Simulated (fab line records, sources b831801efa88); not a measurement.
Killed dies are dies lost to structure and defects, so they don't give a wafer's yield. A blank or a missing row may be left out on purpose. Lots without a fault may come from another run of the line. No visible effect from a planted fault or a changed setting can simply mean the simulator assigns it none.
The tool behind it: which one? ; flow gf180mcu ; 18 wafers from 6 lots sampled at 4 of the route's 602 steps

WHAT THE GAUGES SHOWED, per wafer
GF_PASSIVATION_THK_MEAS_01.
lot;measured;on;PASSIVATION_CVD_00_THK (nm)
L862;day 28 22:34;film metro-02;989 1006 994
L867;day 30 03:35;film metro-04;989 1002 1009
L869;day 30 17:50;film metro-02;1010 1010 997
L872;day 31 18:05;film metro-03;991 1000 1011
L879;day 34 02:56;film metro-03;975 793 1025
L882;day 34 13:32;film metro-04;966 1003 1006

WHAT TOOL EACH LOT RAN ON (gives the tool, then ch and the chambers of the sampled wafers, and finally the start)
lot;GF_TOP_METAL_SPUTTER_02;GF_TOP_METAL_SPUTTER_04;GF_PASSIVATION_CVD_00
L862;pvd sputter-03, day 28 02:29;pvd sputter-03, day 28 02:33;pecvd-04 ch 0,2, day 28 22:28
L867;pvd sputter-04, day 29 07:19;pvd sputter-04, day 29 07:22;pecvd-04 ch 0,2, day 30 03:31
L869;pvd sputter-04, day 29 22:44;pvd sputter-04, day 29 22:48;pecvd-04 ch 0,1,2, day 30 17:46
L872;pvd sputter-03, day 30 23:18;pvd sputter-03, day 30 23:22;pecvd-01 ch 0,1,2, day 31 17:59
L879;pvd sputter-03, day 33 10:56;pvd sputter-03, day 33 11:00;pecvd-04 ch 0,2, day 34 02:49
L882;pvd sputter-03, day 33 21:05;pvd sputter-03, day 33 21:09;pecvd-03 ch 0,1, day 34 13:25
- GF_TOP_METAL_SPUTTER_02: material AlCu, target thk 900 nm, time 47.82 s.
- GF_TOP_METAL_SPUTTER_04: material TiN, target thk 25 nm, time 20.8 s.
- GF_PASSIVATION_CVD_00: deposits SiO2 from TEOS, target thk 1000 nm, time 111.95 s.

THE ANSWER, worked out from the rows above alone
Rule: the usual values come from the lots themselves. The widest of any qualifying gaps counts: lots, ordered by their means at a reading, are off when they make up no more than a third of the lots, leave a main group of 4 or more, and stand apart from it by 3 or more times the standard deviation of that group's means. The tables above print the reading to a certain number of digits; a main group whose means all agree to those digits is not used. A lot without any number at a reading at which 4 lots or more have one is off too. Any other lot the step has rows for is counted as sound.
Off: at GF_PASSIVATION_THK_MEAS_01 (PASSIVATION_CVD_00_THK), L879. Mean 999 nm and standard deviation 4.7 in the main group.
A tool fits if, at a process step before that reading, it ran every lot that is off, and no sound lot after the first of them. Gauges at GF_PASSIVATION_THK_MEAS_01: tried the same way as those tools. 2 tools fit, pecvd-04 at GF_PASSIVATION_CVD_00 and film metro-03 at GF_PASSIVATION_THK_MEAS_01, so this cannot tell which one it is.

WHAT HAD BEEN PUT IN BY THE SIMULATOR
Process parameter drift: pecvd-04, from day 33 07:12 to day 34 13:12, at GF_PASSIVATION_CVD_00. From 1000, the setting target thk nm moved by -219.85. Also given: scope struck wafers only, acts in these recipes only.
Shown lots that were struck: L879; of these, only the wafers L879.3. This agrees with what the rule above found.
